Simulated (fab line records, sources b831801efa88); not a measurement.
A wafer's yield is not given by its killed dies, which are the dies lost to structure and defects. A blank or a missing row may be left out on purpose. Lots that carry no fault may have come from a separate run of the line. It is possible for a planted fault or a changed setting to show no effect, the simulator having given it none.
fab line records || flow sky130
record {"lots": 6, "wafers": 18, "last-day": 51}
route steps=708 shown LDD_LDN@302 SPACER@304 POLY_CUT@307 PAD_OPEN@708
lots that met no fault: from a run of the same line without faults
start-h: start of the lot's first displayed wafer, in hours after the record's first day || wait-h: hours since the lot's step before || " repeats the value in the row above || L1.1+2: several wafers, shown together as one row || - either no value or no given start || * or withheld: withheld || < > ~ a bound
route shown NAME@n: names a module that has steps shown in the file, with the first one's number in the route || usual: average and standard deviation across the fault-free wafers || same: alike in all rows || chamber/n: place in a boat || sites: readings site by site || _std_site: how widely they spread, as a standard deviation || _edge_site: the outer-site mean with the inner-site mean subtracted || radius-mm: how far each site lies from the wafer's centre || mask NAME#n: copy n || behind: the last tool/chamber to shape the wafer || hold: why the lot was held/for how many hours/how that ended || device: the transistor (n, p or np) that didn't switch || end of line: tests of these same wafers at the route's end || for a step that has no rows: nothing shown but its recipe || killed: not the wafer's yield, but the dies lost to structure and defects at the first sort || map: shows each die of a wafer: x if killed, . if not, _ if none is there
set.NAME: the setting as run; set.NAME@STEP: as run at that earlier step || model.NAME: the simulator's own value behind a step, which no gauge read
lots seen at some steps along the route; tables by step, rows by wafer
services: a tool's chamber out of use, with start hour (start-h, from the record's first day; less than 0 if before it), hours out, and reason
## steps
# step SKY_LDD_LDN_TW_MEAS_13
# usual {"LDD_LDN_TW": "1476/18"}
{"lot.wafer": "L742.2", "tool": "film-metro-01", "chamber": "-", "start-h": 567.78, "wait-h": 0.1, "LDD_LDN_TW": 1467}
{"lot.wafer": "L742.3", "tool": "film-metro-01", "chamber": "-", "start-h": 567.78, "wait-h": 0.1, "LDD_LDN_TW": 1463}
{"lot.wafer": "L742.4", "tool": "film-metro-01", "chamber": "-", "start-h": 567.78, "wait-h": 0.1, "LDD_LDN_TW": 1467}
{"lot.wafer": "L748.1", "tool": "film-metro-03", "chamber": "-", "start-h": 615.00, "wait-h": 0.1, "LDD_LDN_TW": 1485}
{"lot.wafer": "L748.3", "tool": "film-metro-03", "chamber": "-", "start-h": 615.00, "wait-h": 0.1, "LDD_LDN_TW": 1492}
{"lot.wafer": "L748.5", "tool": "film-metro-03", "chamber": "-", "start-h": 615.00, "wait-h": 0.1, "LDD_LDN_TW": 1497}
{"lot.wafer": "L750.2", "tool": "film-metro-01", "chamber": "-", "start-h": 627.63, "wait-h": 0.1, "LDD_LDN_TW": 1440}
{"lot.wafer": "L750.3", "tool": "film-metro-01", "chamber": "-", "start-h": 627.63, "wait-h": 0.1, "LDD_LDN_TW": 1450}
{"lot.wafer": "L750.4", "tool": "film-metro-01", "chamber": "-", "start-h": 627.63, "wait-h": 0.1, "LDD_LDN_TW": 1440}
{"lot.wafer": "L752.2", "tool": "film-metro-01", "chamber": "-", "start-h": 662.76, "wait-h": 0.1, "LDD_LDN_TW": 1462}
{"lot.wafer": "L752.3", "tool": "film-metro-01", "chamber": "-", "start-h": 662.76, "wait-h": 0.1, "LDD_LDN_TW": 1464}
{"lot.wafer": "L752.6", "tool": "film-metro-01", "chamber": "-", "start-h": 662.76, "wait-h": 0.1, "LDD_LDN_TW": 1460}
{"lot.wafer": "L760.3", "tool": "film-metro-01", "chamber": "-", "start-h": 718.17, "wait-h": 0.1, "LDD_LDN_TW": 1454}
{"lot.wafer": "L760.4", "tool": "film-metro-01", "chamber": "-", "start-h": 718.17, "wait-h": 0.1, "LDD_LDN_TW": 1457}
{"lot.wafer": "L760.6", "tool": "film-metro-01", "chamber": "-", "start-h": 718.17, "wait-h": 0.1, "LDD_LDN_TW": 1461}
{"lot.wafer": "L761.1", "tool": "film-metro-02", "chamber": "-", "start-h": 724.38, "wait-h": 0.1, "LDD_LDN_TW": 1496}
{"lot.wafer": "L761.2", "tool": "film-metro-02", "chamber": "-", "start-h": 724.38, "wait-h": 0.1, "LDD_LDN_TW": 1495}
{"lot.wafer": "L761.3", "tool": "film-metro-02", "chamber": "-", "start-h": 724.38, "wait-h": 0.1, "LDD_LDN_TW": 1490}
# step SKY_LDD_LDN_CLEAN_14
# recipe {"chemistry": "SC1/SC2", "mix": "1:4:20", "temp-c": 70, "time-s": 150, "dry": "n2-spin"}
# step SKY_SPACER_CVD_00
# recipe {"material": "Si3N4", "precursor": "DCS/NH3", "target-thk-nm": 43.1, "temp-c": 770, "time-s": 740, "pressure-mtorr": 250}
# step SKY_SPACER_THK_MEAS_01
# recipe {"reads": "Si3N4_of_SPACER_CVD_00"}
# usual {"SPACER_CVD_00_THK": "43.4/0.38"}
{"lot.wafer": "L742.2", "tool": "film-metro-03", "chamber": "-", "start-h": 570.67, "wait-h": 0.0, "SPACER_CVD_00_THK[nm]": 42.8}
{"lot.wafer": "L742.3", "tool": "film-metro-03", "chamber": "-", "start-h": 570.67, "wait-h": 0.0, "SPACER_CVD_00_THK[nm]": 43.0}
{"lot.wafer": "L742.4", "tool": "film-metro-03", "chamber": "-", "start-h": 570.67, "wait-h": 0.0, "SPACER_CVD_00_THK[nm]": 42.9}
{"lot.wafer": "L748.1", "tool": "film-metro-03", "chamber": "-", "start-h": 616.31, "wait-h": 0.0, "SPACER_CVD_00_THK[nm]": 43.6}
{"lot.wafer": "L748.3", "tool": "film-metro-03", "chamber": "-", "start-h": 616.31, "wait-h": 0.0, "SPACER_CVD_00_THK[nm]": 43.8}
{"lot.wafer": "L748.5", "tool": "film-metro-03", "chamber": "-", "start-h": 616.31, "wait-h": 0.0, "SPACER_CVD_00_THK[nm]": 43.5}
{"lot.wafer": "L750.2", "tool": "film-metro-04", "chamber": "-", "start-h": 628.95, "wait-h": 0.0, "SPACER_CVD_00_THK[nm]": 42.6}
{"lot.wafer": "L750.3", "tool": "film-metro-04", "chamber": "-", "start-h": 628.95, "wait-h": 0.0, "SPACER_CVD_00_THK[nm]": 42.8}
{"lot.wafer": "L750.4", "tool": "film-metro-04", "chamber": "-", "start-h": 628.95, "wait-h": 0.0, "SPACER_CVD_00_THK[nm]": 43.1}
{"lot.wafer": "L752.2", "tool": "film-metro-04", "chamber": "-", "start-h": 664.07, "wait-h": 0.0, "SPACER_CVD_00_THK[nm]": 43.4}
{"lot.wafer": "L752.3", "tool": "film-metro-04", "chamber": "-", "start-h": 664.07, "wait-h": 0.0, "SPACER_CVD_00_THK[nm]": 43.4}
{"lot.wafer": "L752.6", "tool": "film-metro-04", "chamber": "-", "start-h": 664.07, "wait-h": 0.0, "SPACER_CVD_00_THK[nm]": 43.7}
{"lot.wafer": "L760.3", "tool": "film-metro-03", "chamber": "-", "start-h": 720.42, "wait-h": 0.0, "SPACER_CVD_00_THK[nm]": 43.6}
{"lot.wafer": "L760.4", "tool": "film-metro-03", "chamber": "-", "start-h": 720.42, "wait-h": 0.0, "SPACER_CVD_00_THK[nm]": 43.2}
{"lot.wafer": "L760.6", "tool": "film-metro-03", "chamber": "-", "start-h": 720.42, "wait-h": 0.0, "SPACER_CVD_00_THK[nm]": 43.5}
{"lot.wafer": "L761.1", "tool": "film-metro-03", "chamber": "-", "start-h": 726.43, "wait-h": 0.0, "SPACER_CVD_00_THK[nm]": 42.4}
{"lot.wafer": "L761.2", "tool": "film-metro-03", "chamber": "-", "start-h": 726.43, "wait-h": 0.0, "SPACER_CVD_00_THK[nm]": 43.1}
{"lot.wafer": "L761.3", "tool": "film-metro-03", "chamber": "-", "start-h": 726.43, "wait-h": 0.0, "SPACER_CVD_00_THK[nm]": 43.0}
# step SKY_SPACER_ETCHBACK_02
# recipe {"chemistry": "CH3F/O2", "target": "Si3N4", "stop-on": "SiO2", "source-w": 400, "bias-w": 80, "pressure-mtorr": 25, "ch3f-flow-sccm": 40, "O2_flow_sccm": 30, "time-s": 46.7, "target-depth-a": 450}
# usual {"drypump-motor-current-A": "5.8/0.41", "oes-product-au": "0.857/0.006", "throttle-valve-pct": "10.563/0.0089"}
# same {"time-s": 46.7}
{"lot.wafer": "L742.2", "tool": "rie-diel-03", "chamber": 2, "start-h": 570.72, "wait-h": 0.0, "drypump-motor-current-A": 6.4, "oes-product-au": 0.851, "rf-hours-counter-h": 18, "throttle-valve-pct": 10.568}
{"lot.wafer": "L742.3", "tool": "rie-diel-03", "chamber": 3, "start-h": 570.72, "wait-h": 0.0, "drypump-motor-current-A": 5.8, "oes-product-au": 0.855, "rf-hours-counter-h": 72, "throttle-valve-pct": 10.552}
{"lot.wafer": "L742.4", "tool": "rie-diel-03", "chamber": 1, "start-h": 570.72, "wait-h": 0.0, "drypump-motor-current-A": 5.5, "oes-product-au": 0.843, "rf-hours-counter-h": 4, "throttle-valve-pct": 10.560}
{"lot.wafer": "L748.1", "tool": "rie-diel-04", "chamber": 3, "start-h": 616.37, "wait-h": 0.1, "drypump-motor-current-A": 6.2, "oes-product-au": 0.861, "rf-hours-counter-h": 5, "throttle-valve-pct": 10.547}
{"lot.wafer": "L748.3", "tool": "rie-diel-04", "chamber": 1, "start-h": 616.37, "wait-h": 0.1, "drypump-motor-current-A": 5.2, "oes-product-au": 0.867, "rf-hours-counter-h": 3, "throttle-valve-pct": 10.563}
{"lot.wafer": "L748.5", "tool": "rie-diel-04", "chamber": 3, "start-h": 616.37, "wait-h": 0.1, "drypump-motor-current-A": 6.2, "oes-product-au": 0.849, "rf-hours-counter-h": "-", "throttle-valve-pct": 10.557}
{"lot.wafer": "L750.2", "tool": "rie-diel-04", "chamber": 3, "start-h": 629.00, "wait-h": 0.0, "drypump-motor-current-A": 6.3, "oes-product-au": 0.846, "rf-hours-counter-h": 5, "throttle-valve-pct": 10.558}
{"lot.wafer": "L750.3", "tool": "rie-diel-04", "chamber": 2, "start-h": 629.00, "wait-h": 0.0, "drypump-motor-current-A": 5.7, "oes-product-au": 0.847, "rf-hours-counter-h": 51, "throttle-valve-pct": 10.565}
{"lot.wafer": "L750.4", "tool": "rie-diel-04", "chamber": 0, "start-h": 629.00, "wait-h": 0.0, "drypump-motor-current-A": 5.7, "oes-product-au": 0.851, "rf-hours-counter-h": 39, "throttle-valve-pct": 10.562}
{"lot.wafer": "L752.2", "tool": "rie-diel-04", "chamber": 2, "start-h": 664.12, "wait-h": 0.0, "drypump-motor-current-A": 5.7, "oes-product-au": 0.858, "rf-hours-counter-h": 52, "throttle-valve-pct": 10.550}
{"lot.wafer": "L752.3", "tool": "rie-diel-04", "chamber": 1, "start-h": 664.12, "wait-h": 0.0, "drypump-motor-current-A": 5.3, "oes-product-au": 0.853, "rf-hours-counter-h": 4, "throttle-valve-pct": 10.561}
{"lot.wafer": "L752.6", "tool": "rie-diel-04", "chamber": 1, "start-h": 664.12, "wait-h": 0.0, "drypump-motor-current-A": 5.3, "oes-product-au": 0.860, "rf-hours-counter-h": "-", "throttle-valve-pct": 10.573}
{"lot.wafer": "L760.3", "tool": "rie-diel-01", "chamber": 1, "start-h": 720.46, "wait-h": 0.0, "drypump-motor-current-A": 5.1, "oes-product-au": 0.864, "rf-hours-counter-h": 9, "throttle-valve-pct": 10.560}
{"lot.wafer": "L760.4", "tool": "rie-diel-01", "chamber": 0, "start-h": 720.46, "wait-h": 0.0, "drypump-motor-current-A": 5.9, "oes-product-au": 0.854, "rf-hours-counter-h": 7, "throttle-valve-pct": 10.563}
{"lot.wafer": "L760.6", "tool": "rie-diel-01", "chamber": 2, "start-h": 720.46, "wait-h": 0.0, "drypump-motor-current-A": 6.4, "oes-product-au": 0.854, "rf-hours-counter-h": "-", "throttle-valve-pct": 10.557}
{"lot.wafer": "L761.1", "tool": "rie-diel-04", "chamber": 1, "start-h": 726.49, "wait-h": 0.1, "drypump-motor-current-A": 5.3, "oes-product-au": 0.848, "rf-hours-counter-h": 5, "throttle-valve-pct": 10.561}
{"lot.wafer": "L761.2", "tool": "rie-diel-04", "chamber": 0, "start-h": 726.49, "wait-h": 0.1, "drypump-motor-current-A": 5.7, "oes-product-au": 0.858, "rf-hours-counter-h": 41, "throttle-valve-pct": 10.559}
{"lot.wafer": "L761.3", "tool": "rie-diel-04", "chamber": 2, "start-h": 726.49, "wait-h": 0.1, "drypump-motor-current-A": 5.7, "oes-product-au": 0.853, "rf-hours-counter-h": 0, "throttle-valve-pct": 10.577}
# step SKY_POLY_CUT_DEHYDRATE_00
# recipe {"temp-c": 200, "time-s": 60}
# step SKY_POLY_CUT_HMDS_01
# recipe {"prime-time-s": 60, "prime-temp-c": 120}
# step SKY_POLY_CUT_COAT_02
# recipe {"resist": "BARC", "temp-c": "withheld", "time-s": "withheld", "spin-rpm": 3000, "resist-thk-nm": 60}
# step SKY_POLY_CUT_COAT_03
# recipe {"resist": "KrF-thick", "spin-rpm": 3000, "resist-thk-nm": 450}
# step SKY_POLY_CUT_SOFTBAKE_04
# recipe {"temp-c": 100, "time-s": 90, "resist": "KrF-thick"}
# step SKY_POLY_CUT_EXPOSE_05
# recipe {"mask-id": "NPCM", "na": 0.8, "source-shape": "annular", "sigma-inner": 0.55, "sigma-outer": 0.85, "target-cd-nm": 270, "dose-mj": 32}
# step SKY_POLY_CUT_PEB_06
# recipe {"peb-temp-c": "withheld", "peb-time-s": "withheld", "resist": "KrF-thick"}
# step SKY_POLY_CUT_DEVELOP_07
# recipe {"develop-time-s": 60, "resist": "KrF-thick", "dev-temp-c": 21}
# usual {"developer-temp-C": "21.00/0.097"}
{"lot.wafer": "L742.2", "tool": "litho-track-02", "chamber": 0, "start-h": 600, "wait-h": "-", "developer-temp-C": 20.96}
{"lot.wafer": "L742.3", "tool": "litho-track-02", "chamber": 0, "start-h": 600, "wait-h": "-", "developer-temp-C": 21.17}
{"lot.wafer": "L742.4", "tool": "litho-track-02", "chamber": 0, "start-h": 600, "wait-h": "-", "developer-temp-C": 20.80}
{"lot.wafer": "L748.1", "tool": "litho-track-01", "chamber": 0, "start-h": 645, "wait-h": "-", "developer-temp-C": 21.01}
{"lot.wafer": "L748.3", "tool": "litho-track-01", "chamber": 0, "start-h": 645, "wait-h": "-", "developer-temp-C": 21.12}
{"lot.wafer": "L748.5", "tool": "litho-track-01", "chamber": 0, "start-h": 645, "wait-h": "-", "developer-temp-C": 21.06}
{"lot.wafer": "L750.2", "tool": "litho-track-01", "chamber": 0, "start-h": 658, "wait-h": "-", "developer-temp-C": 21.65}
{"lot.wafer": "L750.3", "tool": "litho-track-01", "chamber": 0, "start-h": 658, "wait-h": "-", "developer-temp-C": 21.69}
{"lot.wafer": "L750.4", "tool": "litho-track-01", "chamber": 0, "start-h": 658, "wait-h": "-", "developer-temp-C": 21.80}
{"lot.wafer": "L752.2", "tool": "litho-track-01", "chamber": 0, "start-h": 692, "wait-h": "-", "developer-temp-C": 21.85}
{"lot.wafer": "L752.3", "tool": "litho-track-01", "chamber": 0, "start-h": 692, "wait-h": "-", "developer-temp-C": 21.80}
{"lot.wafer": "L752.6", "tool": "litho-track-01", "chamber": 0, "start-h": 692, "wait-h": "-", "developer-temp-C": 21.98}
{"lot.wafer": "L760.3", "tool": "litho-track-02", "chamber": 0, "start-h": 748, "wait-h": "-", "developer-temp-C": 21.07}
{"lot.wafer": "L760.4", "tool": "litho-track-02", "chamber": 0, "start-h": 748, "wait-h": "-", "developer-temp-C": 20.95}
{"lot.wafer": "L760.6", "tool": "litho-track-02", "chamber": 0, "start-h": 748, "wait-h": "-", "developer-temp-C": 21.12}
{"lot.wafer": "L761.1", "tool": "litho-track-02", "chamber": 0, "start-h": 754, "wait-h": "-", "developer-temp-C": 21.00}
{"lot.wafer": "L761.2", "tool": "litho-track-02", "chamber": 0, "start-h": 755, "wait-h": "-", "developer-temp-C": 20.91}
{"lot.wafer": "L761.3", "tool": "litho-track-02", "chamber": 0, "start-h": 755, "wait-h": "-", "developer-temp-C": 21.08}
# step SKY_POLY_CUT_CD_MEAS_08
# recipe {"target-cd-nm": 270}
# usual {"cd-nm": "270.6/1.4"}
{"lot.wafer": "L742.2", "tool": "cd-sem-02", "chamber": "-", "start-h": 600.52, "wait-h": "-", "cd-nm": 270.6}
{"lot.wafer": "L742.3", "tool": "cd-sem-02", "chamber": "-", "start-h": 600.52, "wait-h": "-", "cd-nm": 268.6}
{"lot.wafer": "L742.4", "tool": "cd-sem-02", "chamber": "-", "start-h": 600.52, "wait-h": "-", "cd-nm": 271.6}
{"lot.wafer": "L748.1", "tool": "cd-sem-01", "chamber": "-", "start-h": 645.89, "wait-h": "-", "cd-nm": 272.2}
{"lot.wafer": "L748.3", "tool": "cd-sem-01", "chamber": "-", "start-h": 645.89, "wait-h": "-", "cd-nm": 269.9}
{"lot.wafer": "L748.5", "tool": "cd-sem-01", "chamber": "-", "start-h": 645.89, "wait-h": "-", "cd-nm": 270.7}
{"lot.wafer": "L750.2", "tool": "cd-sem-01", "chamber": "-", "start-h": 658.56, "wait-h": "-", "cd-nm": 273.5}
{"lot.wafer": "L750.3", "tool": "cd-sem-01", "chamber": "-", "start-h": 658.56, "wait-h": "-", "cd-nm": 274.0}
{"lot.wafer": "L750.4", "tool": "cd-sem-01", "chamber": "-", "start-h": 658.56, "wait-h": "-", "cd-nm": 273.4}
{"lot.wafer": "L752.2", "tool": "cd-sem-01", "chamber": "-", "start-h": 692.46, "wait-h": "-", "cd-nm": 270.8}
{"lot.wafer": "L752.3", "tool": "cd-sem-01", "chamber": "-", "start-h": 692.46, "wait-h": "-", "cd-nm": 270.7}
{"lot.wafer": "L752.6", "tool": "cd-sem-01", "chamber": "-", "start-h": 692.46, "wait-h": "-", "cd-nm": 271.2}
{"lot.wafer": "L760.3", "tool": "cd-sem-02", "chamber": "-", "start-h": 748.39, "wait-h": "-", "cd-nm": 269.3}
{"lot.wafer": "L760.4", "tool": "cd-sem-02", "chamber": "-", "start-h": 748.39, "wait-h": "-", "cd-nm": 269.9}
{"lot.wafer": "L760.6", "tool": "cd-sem-02", "chamber": "-", "start-h": 748.39, "wait-h": "-", "cd-nm": 270.2}
{"lot.wafer": "L761.1", "tool": "cd-sem-01", "chamber": "-", "start-h": 755.15, "wait-h": "-", "cd-nm": 268.1}
{"lot.wafer": "L761.2", "tool": "cd-sem-01", "chamber": "-", "start-h": 755.15, "wait-h": "-", "cd-nm": 270.3}
{"lot.wafer": "L761.3", "tool": "cd-sem-01", "chamber": "-", "start-h": 755.15, "wait-h": "-", "cd-nm": 270.4}
# step SKY_PAD_OPEN_PROBE_99
# usual {"killed_at_M0_to_M3": "43/6.6", "killed_at_M4_up": "3.1/1.9", "killed-at-contacts": "24/5.2", "killed-at-front-end": "16/4.5", "killed-at-other": "0.4/0.62", "killed-dies": "87/9", "killed-open": "48/7", "killed-short": "39/6.2"}
# same {"gross-dies": 492, "killed-at-back-side": 0}
{"lot.wafer": "L742.2", "tool": "prober-02", "chamber": "-", "start-h": 1119.50, "wait-h": 0.1, "killed_at_M0_to_M3": 37, "killed_at_M4_up": 2, "killed-at-contacts": 21, "killed-at-front-end": 21, "killed-at-other": 0, "killed-dies": 81, "killed-open": 46, "killed-short": 35}
{"lot.wafer": "L742.3", "tool": "prober-02", "chamber": "-", "start-h": 1119.55, "wait-h": 0.2, "killed_at_M0_to_M3": 51, "killed_at_M4_up": 2, "killed-at-contacts": 18, "killed-at-front-end": 11, "killed-at-other": 0, "killed-dies": 82, "killed-open": 40, "killed-short": 42}
{"lot.wafer": "L742.4", "tool": "prober-02", "chamber": "-", "start-h": 1119.60, "wait-h": 0.2, "killed_at_M0_to_M3": 39, "killed_at_M4_up": 5, "killed-at-contacts": 33, "killed-at-front-end": 10, "killed-at-other": 0, "killed-dies": 87, "killed-open": 59, "killed-short": 28}
{"lot.wafer": "L748.1", "tool": "prober-02", "chamber": "-", "start-h": 1146.52, "wait-h": 0.1, "killed_at_M0_to_M3": 49, "killed_at_M4_up": 2, "killed-at-contacts": 22, "killed-at-front-end": 16, "killed-at-other": 1, "killed-dies": 90, "killed-open": 42, "killed-short": 47}
{"lot.wafer": "L748.3", "tool": "prober-02", "chamber": "-", "start-h": 1146.62, "wait-h": 0.2, "killed_at_M0_to_M3": 52, "killed_at_M4_up": 3, "killed-at-contacts": 28, "killed-at-front-end": 16, "killed-at-other": 1, "killed-dies": 100, "killed-open": 52, "killed-short": 48}
{"lot.wafer": "L748.5", "tool": "prober-02", "chamber": "-", "start-h": 1146.72, "wait-h": 0.2, "killed_at_M0_to_M3": 41, "killed_at_M4_up": 2, "killed-at-contacts": 19, "killed-at-front-end": 19, "killed-at-other": 0, "killed-dies": 81, "killed-open": 44, "killed-short": 37}
{"lot.wafer": "L750.2", "tool": "prober-02", "chamber": "-", "start-h": 1152.20, "wait-h": 0.1, "killed_at_M0_to_M3": 34, "killed_at_M4_up": 4, "killed-at-contacts": 31, "killed-at-front-end": 16, "killed-at-other": 1, "killed-dies": 86, "killed-open": 46, "killed-short": 39}
{"lot.wafer": "L750.3", "tool": "prober-02", "chamber": "-", "start-h": 1152.25, "wait-h": 0.2, "killed_at_M0_to_M3": 34, "killed_at_M4_up": 4, "killed-at-contacts": 28, "killed-at-front-end": 21, "killed-at-other": 2, "killed-dies": 89, "killed-open": 45, "killed-short": 43}
{"lot.wafer": "L750.4", "tool": "prober-02", "chamber": "-", "start-h": 1152.30, "wait-h": 0.2, "killed_at_M0_to_M3": 41, "killed_at_M4_up": 4, "killed-at-contacts": 19, "killed-at-front-end": 20, "killed-at-other": 3, "killed-dies": 87, "killed-open": 46, "killed-short": 40}
{"lot.wafer": "L761.1", "tool": "prober-01", "chamber": "-", "start-h": 1216.11, "wait-h": 0.1, "killed_at_M0_to_M3": 38, "killed_at_M4_up": 4, "killed-at-contacts": 27, "killed-at-front-end": 18, "killed-at-other": 1, "killed-dies": 88, "killed-open": 51, "killed-short": 37}
{"lot.wafer": "L761.2", "tool": "prober-01", "chamber": "-", "start-h": 1216.16, "wait-h": 0.1, "killed_at_M0_to_M3": 41, "killed_at_M4_up": 1, "killed-at-contacts": 27, "killed-at-front-end": 11, "killed-at-other": 0, "killed-dies": 80, "killed-open": 47, "killed-short": 33}
{"lot.wafer": "L761.3", "tool": "prober-01", "chamber": "-", "start-h": 1216.21, "wait-h": 0.2, "killed_at_M0_to_M3": 43, "killed_at_M4_up": 2, "killed-at-contacts": 26, "killed-at-front-end": 16, "killed-at-other": 1, "killed-dies": 88, "killed-open": 47, "killed-short": 41}
# killed by level:class
L742.2 VIA1:geometric-particle:open=7 CONTACT:geometric-particle:open=7 VIA2:geometric-particle:open=6 VIA3:geometric-particle:open=6 FIELD_ISO:geometric-particle:open=5 LI_CONTACT:geometric-particle:open=5 LOCAL_INTERCONNECT:geometric-particle:short=4 METAL1:geometric-particle:short=4
L742.3 VIA2:geometric-particle:open=9 LI_CONTACT:geometric-particle:open=8 VIA1:geometric-particle:open=6 VIA2:geometric-particle:short=6 VIA1:geometric-particle:short=5 VIA3:geometric-particle:short=5 VIA3:geometric-particle:open=5 METAL2:geometric-particle:short=5
L742.4 CONTACT:geometric-particle:open=13 LI_CONTACT:geometric-particle:open=11 VIA1:geometric-particle:open=10 VIA2:geometric-particle:open=8 VIA3:geometric-particle:open=6 CONTACT:geometric-particle:short=4 METAL1:geometric-particle:short=4 FIELD_ISO:geometric-particle:short=3
L748.1 VIA2:geometric-particle:open=11 CONTACT:geometric-particle:open=10 VIA1:geometric-particle:short=8 VIA1:geometric-particle:open=7 FIELD_ISO:geometric-particle:short=6 VIA2:geometric-particle:short=5 CONTACT:geometric-particle:short=5 POLY_GATE:geometric-particle:short=5
L748.3 VIA3:geometric-particle:open=11 CONTACT:geometric-particle:open=10 LI_CONTACT:geometric-particle:open=9 VIA1:geometric-particle:short=8 METAL2:geometric-particle:short=8 VIA2:geometric-particle:open=7 VIA1:geometric-particle:open=6 FIELD_ISO:geometric-particle:short=5
L748.5 CONTACT:geometric-particle:open=11 VIA3:geometric-particle:open=10 VIA1:geometric-particle:short=9 POLY_GATE:geometric-particle:short=7 VIA2:geometric-particle:open=7 FIELD_ISO:geometric-particle:short=6 VIA1:geometric-particle:open=6 METAL3:geometric-particle:short=4
L750.2 CONTACT:geometric-particle:open=10 VIA1:geometric-particle:open=9 LOCAL_INTERCONNECT:geometric-particle:short=7 VIA2:geometric-particle:open=7 METAL1:geometric-particle:short=6 POLY_GATE:geometric-particle:short=5 LI_CONTACT:geometric-particle:open=5 CONTACT:geometric-particle:short=5
L750.3 CONTACT:geometric-particle:open=10 VIA3:geometric-particle:open=7 FIELD_ISO:geometric-particle:open=6 FIELD_ISO:geometric-particle:short=6 LI_CONTACT:geometric-particle:open=5 CONTACT:geometric-particle:short=5 VIA1:geometric-particle:open=5 LOCAL_INTERCONNECT:geometric-particle:short=4
L750.4 VIA3:geometric-particle:open=12 CONTACT:geometric-particle:open=7 VIA2:geometric-particle:open=7 FIELD_ISO:geometric-particle:open=6 LI_CONTACT:geometric-particle:short=5 VIA2:geometric-particle:short=5 POLY_GATE:geometric-particle:short=4 METAL1:geometric-particle:short=4
L761.1 VIA1:geometric-particle:open=9 CONTACT:geometric-particle:open=8 LI_CONTACT:geometric-particle:open=7 VIA2:geometric-particle:open=7 FIELD_ISO:geometric-particle:open=6 LI_CONTACT:geometric-particle:short=6 POLY_GATE:geometric-particle:short=5 VIA1:geometric-particle:short=5
L761.2 LI_CONTACT:geometric-particle:short=11 VIA3:geometric-particle:open=10 CONTACT:geometric-particle:open=8 VIA2:geometric-particle:open=6 VIA1:geometric-particle:open=5 FIELD_ISO:geometric-particle:open=4 LI_CONTACT:geometric-particle:open=4 METAL1:geometric-particle:short=3
L761.3 VIA1:geometric-particle:open=11 LI_CONTACT:geometric-particle:open=8 CONTACT:geometric-particle:open=8 METAL1:geometric-particle:short=6 FIELD_ISO:geometric-particle:open=5 LI_CONTACT:geometric-particle:short=4 METAL2:geometric-particle:short=4 VIA1:geometric-particle:short=4
## services
{"tool": "rie-diel-01", "chamber": 1, "start-h": 549.28, "hours": 2.5, "kind": "repair"}
{"tool": "rie-diel-04", "chamber": 2, "start-h": 578.71, "hours": 6.9, "kind": "repair"}
{"tool": "rie-diel-03", "chamber": "-", "start-h": 589.21, "hours": 0.3, "kind": "repair"}
{"tool": "rie-diel-03", "chamber": 3, "start-h": 591.60, "hours": 6.1, "kind": "repair"}
{"tool": "rie-diel-03", "chamber": 2, "start-h": 600.10, "hours": 3.2, "kind": "repair"}
{"tool": "rie-diel-03", "chamber": 3, "start-h": 610.88, "hours": "-", "kind": "clean"}
{"tool": "rie-diel-03", "chamber": 3, "start-h": 610.88, "hours": 14.9, "kind": "scheduled-down"}
{"tool": "rie-diel-03", "chamber": 3, "start-h": 610.88, "hours": 14.9, "kind": "vent-cycle"}
{"tool": "rie-diel-04", "chamber": 0, "start-h": 656.28, "hours": 6.3, "kind": "repair"}
{"tool": "rie-diel-04", "chamber": 2, "start-h": 671.68, "hours": 3.4, "kind": "repair"}
{"tool": "rie-diel-04", "chamber": 2, "start-h": 690.74, "hours": "-", "kind": "clean"}
{"tool": "rie-diel-04", "chamber": 2, "start-h": 690.74, "hours": 19.0, "kind": "scheduled-down"}
{"tool": "rie-diel-04", "chamber": 2, "start-h": 690.74, "hours": 19.0, "kind": "vent-cycle"}
{"tool": "rie-diel-03", "chamber": "-", "start-h": 695.77, "hours": 0.4, "kind": "repair"}
{"tool": "rie-diel-04", "chamber": "-", "start-h": 712.04, "hours": 0.5, "kind": "repair"}
{"tool": "rie-diel-04", "chamber": 2, "start-h": 746.10, "hours": 5.6, "kind": "repair"}
## key
first-sign {"step": "SKY_POLY_CUT_DEVELOP_07", "reading": "developer-temp-C", "direction": "up", "sigmas": 8.2, "usual": "*", "struck": "*"}
effect none on later readings
met-at SKY_POLY_CUT_DEVELOP_07
struck-wafers L750.2,L750.3,L750.4,L752.2,L752.3,L752.6
tester-left-out L750,L752
loop-trim {"step": "SKY_POLY_CUT_EXPOSE_05", "setting": "dose", "lots": "L752"}
onset-between 645 658
fault {"kind": "process-parameter-drift", "tool": "litho-track-01", "chamber": "-", "onset-h": 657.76, "steps": "SKY_POLY_CUT_DEVELOP_07", "channel": "dev-temp-c", "offset": "*", "shape": "step", "end-h": 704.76, "acts-in": "*", "stated": "*"}
# tester-left-out: of these lots the tester's yield and bins aren't shown, on N5 and GAA mostly nor the transistor test; their killed dies are dies lost to structure and defects alone, not to doping, threshold or leakage, so they don't give the yield
# loop-trim: a control loop set the setting to another value than it would have without faults
